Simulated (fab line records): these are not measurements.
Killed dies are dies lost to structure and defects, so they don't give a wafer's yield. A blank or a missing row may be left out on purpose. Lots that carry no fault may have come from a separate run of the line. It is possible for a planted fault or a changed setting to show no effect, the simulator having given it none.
Code-filled problem report in 8D (eight disciplines) form :: flow gf180mcu :: the parts of the form that need people (team, actions taken, sign-off) are left out

## 1. THE ISSUE
Mean MVSD_TW at GF_MVSD_TW_MEAS_11: 31 over 9 wafers in 3 lots; fault-free wafers: 1584, standard deviation 33. Relative to the usual mean, that is a shift of -47 standard deviations.
First seen on wafer L379.2, day 4 22:56, on filmMetro-04. The record holds 33 wafers of 11 lots with a number at this step. By rule, "out" or "out of limits" means more than 4 standard deviations away from the usual mean. All remaining wafers that have a number are taken as sound.

## 2. WHAT IT IS, WHAT IT ISN'T
question: which readings at this step
is: MVSD_TW
is not: -

question: which lots
is: L379, L380, L381
is not: L378, L388, L389, L390, L393, L395, L396, L400

question: which wafers of those lots
is: all that have a number
is not: -

question: read on which gauges
is: filmMetro-02, filmMetro-04
is not: filmMetro-03

question: when
is: from day 4 22:56
is not: up to then (3 sound wafers); but 21 sound wafers of L388, L389, L390, L393, L395, L396, L400 came after

## 3. THE SUSPECTS, EACH WITH WHAT RULES IT OUT
Counting: a tool at a process step up to the reading stays a suspect if it ran every lot that is out and no sound lot after the first of them.
- the gauge at GF_MVSD_TW_MEAS_11 has been ruled out. The wafers that are out were read on 2 gauges (filmMetro-02, filmMetro-04).
- plasmaAsher-04 at GF_LVPWELL_STRIP_10 (strips in O2/N2): ruled out as a lasting fault. The sound lots L395, L400 went through it after L379, its earliest lot that is out (day 4 08:39).
Left after counting: nothing in the record.

## 4. THE CAUSE (what the simulator had put in)
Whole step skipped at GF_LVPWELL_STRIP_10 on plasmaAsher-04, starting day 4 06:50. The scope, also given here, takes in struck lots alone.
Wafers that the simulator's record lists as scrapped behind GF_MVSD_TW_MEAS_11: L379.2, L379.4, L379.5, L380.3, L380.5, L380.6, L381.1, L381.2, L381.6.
The count ruled it out by mistake, since the rule takes a fault to strike every lot its tool runs from the start of the fault on, and this one did not do so.

## 5. THE EFFECT CHAIN, in route order
Each row: a reading where the mean over the struck wafers with a number is more than 3 standard deviations away from the usual. Readings are gone through only where the record gives a usual standard deviation; hours: the median, over the lots, of the time from a lot's start at the first step in this table giving one to that lot's start at this step; sigmas: the change measured in usual standard deviations.
hours: 0
step: GF_MVSD_STRIP_10
reading: oesProductAu
usual: 0.722 a.u.
on struck wafers: 0.741
change: +0.019
sigmas: +4.2

hours: 0
step: GF_MVSD_STRIP_10
reading: stripTimeToEndpointS
usual: 37.03 s
on struck wafers: 81.35
change: +44.32
sigmas: +99 or more

hours: 0
step: GF_MVSD_TW_MEAS_11
reading: MVSD_TW
usual: 1584
on struck wafers: 31
change: -1553
sigmas: -47
The process steps in it:
- GF_MVSD_STRIP_10: strips in O2/N2.
Readings that are blank on the struck wafers while sound wafers have them: chamberPressureMTorr at GF_LVPWELL_STRIP_10; drypumpMotorCurrentA at GF_LVPWELL_STRIP_10; heaterPowerW at GF_LVPWELL_STRIP_10; oesProductAu at GF_LVPWELL_STRIP_10; stripTimeToEndpointS at GF_LVPWELL_STRIP_10.

## 6. WHAT WOULD HAVE CAUGHT IT SOONER
16 hours passed between the start of the fault at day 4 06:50 and the first reading out of limits at a measuring or inspecting step in this record, taken at day 4 22:56.
At GF_LVPWELL_STRIP_10 the tool's readings are blank on the struck wafers, where sound wafers have them: an empty tool record is the first sign, and it was there at once.
